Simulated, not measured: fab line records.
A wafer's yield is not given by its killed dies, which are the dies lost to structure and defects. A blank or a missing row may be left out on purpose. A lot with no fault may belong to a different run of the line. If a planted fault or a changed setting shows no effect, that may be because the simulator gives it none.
One fault seen from 2 desks | flow gf180mcu | every desk sees just its own numbers, and what lay behind them comes last

## THE METROLOGY DESK
What the gauges read for every lot (on any tool): the sampled wafers with a number, averaged. A lot is out of limits, marked OUT, if its mean lies more than 4 standard deviations from the usual mean; the brackets give that distance.
Columns: A = V3_CVD_02_THK at GF_V3_THK_MEAS_03, usual 850 nm; B = V4_CVD_00_THK at GF_V4_THK_MEAS_01, usual 598 nm
lot  | first seen here | A   | B
L195 | day 21 18:10    | 850 | 591
L196 | day 22 04:11    | 851 | 588
L197 | day 22 18:34    | 850 | 599
L198 | day 23 05:15    | 837 | 473 (-22) OUT
L199 | day 23 08:00    | 851 | 475 (-22) OUT
L208 | day 26 10:01    | 856 | 597
L209 | day 26 13:40    | 860 | 602
L210 | day 27 00:52    | 841 | 594
L211 | day 27 04:50    | 853 | 597
L213 | day 28 01:52    | 851 | 600
L214 | day 28 04:26    | 857 | 601
L215 | day 28 06:41    | 850 | 599
Finding of this desk: L198, L199 out of limits, first seen on L198 at day 25 04:40 (V4_CVD_00_THK at GF_V4_THK_MEAS_01). Within limits: L195, L196, L197, L208, L209, L210, L211, L213, L214, L215.

## DESK OF THE TOOL OWNER: hdpcvd-02
The tool's own readings at GF_V4_CVD_00 (deposits SiO2, target thk 600 nm, time 100 s): means of the sampled wafers that have a number, for each lot that ran on this tool. A lot is out of limits, marked OUT, if its mean lies more than 4 standard deviations from the usual mean; the brackets give that distance.
Columns: A = sih4 flow sccm at GF_V4_CVD_00, usual 60.01 sccm
lot  | first seen here | A
L195 | day 23 19:57    | 60.25
L197 | day 24 18:14    | 59.87
L198 | day 25 04:36    | 48.05 (-60) OUT
L199 | day 25 07:05    | 47.98 (-60) OUT
L209 | day 28 08:25    | 60.13
L210 | day 28 19:28    | 59.96
L211 | day 28 22:03    | 60.16
L213 | day 29 18:38    | 60.09
L214 | day 29 22:49    | 60.02
This desk's finding: out of limits on L198, L199; first on L198, day 25 04:36 (sih4 flow sccm at GF_V4_CVD_00). Within limits: L195, L197, L209, L210, L211, L213, L214.

## TAKEN TOGETHER
The tool owner's desk could have raised an alarm at day 25 04:36, on L198, L199.
At day 25 04:40 the metrology desk could have sounded an alarm, on L198, L199.
All the named lots went through GF_V4_CVD_00 on hdpcvd-02.

## WHAT THE SIMULATOR HAD PUT IN
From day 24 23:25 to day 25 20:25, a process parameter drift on hdpcvd-02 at GF_V4_CVD_00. Setting sih4 flow sccm, moved by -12, from 60. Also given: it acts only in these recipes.
Lots struck among those shown: L198, L199.
Counting hours from when the fault started, the first reading out of limits came at 5 for the tool owner's desk and at 5 for the metrology desk.
